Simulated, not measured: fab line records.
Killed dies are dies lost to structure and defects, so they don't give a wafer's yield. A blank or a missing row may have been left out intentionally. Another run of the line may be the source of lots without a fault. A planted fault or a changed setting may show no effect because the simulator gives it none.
Comparing a struck lot with a sound one | flow sky130 | 15 steps out of a route of 708
Sound: wafers L507.1, L507.5, L507.6. Struck: wafers L521.1, L521.2, L521.6. The cause is named last.
Order at every step that has rows: each side's tool, ch and its chambers, its first start. Under that, the readings that differ: sound wafers | struck wafers | difference of the means | sigmas: that difference in standard deviations of wafers without a fault.
alike: same words and numbers on both sides, and readings whose means sit less than 2 such deviations apart. not compared: any withheld reading, any reading some wafer has no value for, any bound like >300 that may hide the same value, and any number with overlapping values for which the record gives no deviation.
The two part at a step that has a row with sigmas, a row that says differs or no value, or rows on one side only. Non-overlapping numbers with no deviation appear without sigmas and do not part them. A reading missing from all wafers of one side parts the sides only when that side holds two or more wafers.

first, 2 steps without rows for these wafers: SKY_NWELL_IMPLANT_12; SKY_NWELL_IMPLANT_13.
SKY_NWELL_STRIP_14: strips in O2/N2.
  sound on plasmaAsher-04 ch 0,1, day 6 11:51; struck on plasmaAsher-02 ch 0,1, day 10 03:01
  alike: drypumpMotorCurrentA, o2FlowSccm, oesProductAu, stripTimeToEndpointS
  not compared: rfHoursCounterH
SKY_NWELL_TW_MEAS_15:
  sound: filmMetro-03 at day 6 11:57; struck: filmMetro-02 at day 10 03:07
  alike: NWELL_TW
then, 7 steps without rows for these wafers: SKY_NWELL_DEHYDRATE_16 (time 60 s); SKY_NWELL_HMDS_17 (prime time 60 s); SKY_NWELL_COAT_18 (resist thk 3000 nm); SKY_NWELL_SOFTBAKE_19; SKY_NWELL_EXPOSE_20 (exposes mask NWM COMPLEMENT, target cd 840 nm); SKY_NWELL_PEB_21; SKY_NWELL_DEVELOP_22 (develop time 60 s).
SKY_NWELL_OVL_MEAS_23:
  sound: overlay-01 at day 7 06:49; struck: overlay-01 at day 11 00:25
  alike: NWELL_01_OVL
SKY_NWELL_IMPLANT_24:
  sound on implanter-02 ch 0, day 7 06:52; struck on implanter-01 ch 0, day 11 00:27
reading                  | sound                | struck               | difference | sigmas
beamEnergyKeV            | 140.07 140.06 140.00 | 132.98 132.99 132.96 | -7.07      | -99 or more
model.implant.drpNm (nm) | 95.47 95.47 95.47    | 93.56 93.56 93.56    | -1.91      | 
  alike: faradayCurrentUA
SKY_NWELL_STRIP_25: strips in O2/N2.
  sound on plasmaAsher-02 ch 0,1, day 7 07:01; struck on plasmaAsher-01 ch 0,1, day 11 00:36
reading                  | sound       | struck      | difference | sigmas
drypumpMotorCurrentA (A) | 5.9 5.8 6.2 | 5.2 5.1 5.1 | -0.8       | -2
  alike: o2FlowSccm, oesProductAu, stripTimeToEndpointS
  not compared: rfHoursCounterH
-- the record jumps here: 40 days lie between the struck wafers' starts before and after (it left off in module NWELL and takes up again in module PAD_OPEN, whose first step shown is number 708 of the route) --
SKY_PAD_OPEN_PROBE_99:
  sound: prober-01 at day 47 06:26; struck: prober-01 at day 50 14:04
reading                                | sound               | struck               | difference | sigmas
model.etest.resNwell.widthNm (nm)      | 841.6 839.9 841.4   | 857.7 851.4 852.1    | +12.8      | 
model.etest.fieldN.vtV (V)             | 36.16 36.16 36.03   | 35.83 35.85 35.99    | -0.23      | 
model.etest.isoNwellNwell.leakLog10AUm | -13.4 -13.46 -13.25 | -12.86 -12.7 -12.5   | +0.68      | 
model.etest.nfet_05v0_nvt.vtSatV (V)   | 0.283 0.2859 0.2908 | 0.3025 0.3021 0.2997 | +0.0149    | 
  alike: killed_at_M0_to_M3, killed_at_M4_up, killedAtContacts, killedAtFrontEnd, killedAtOther, killedDies, killedOpen, killedShort
  not compared: model.etest.resIsoPwell.rsOhmSq, model.etest.pfet_16v.rOnOhmUm, model.etest.resIsoPwell.lineOhmUm, model.etest.nfet_05v0_nvt.bodyRiseV

WHERE THEY PART
Last at SKY_NWELL_STRIP_25 as far as this record goes, first at SKY_NWELL_IMPLANT_24. Later steps at which nothing parts them and some readings are alike: SKY_PAD_OPEN_PROBE_99.

WHY: what the simulator had put in
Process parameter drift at SKY_NWELL_IMPLANT_24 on implanter-01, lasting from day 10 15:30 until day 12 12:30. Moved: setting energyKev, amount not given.
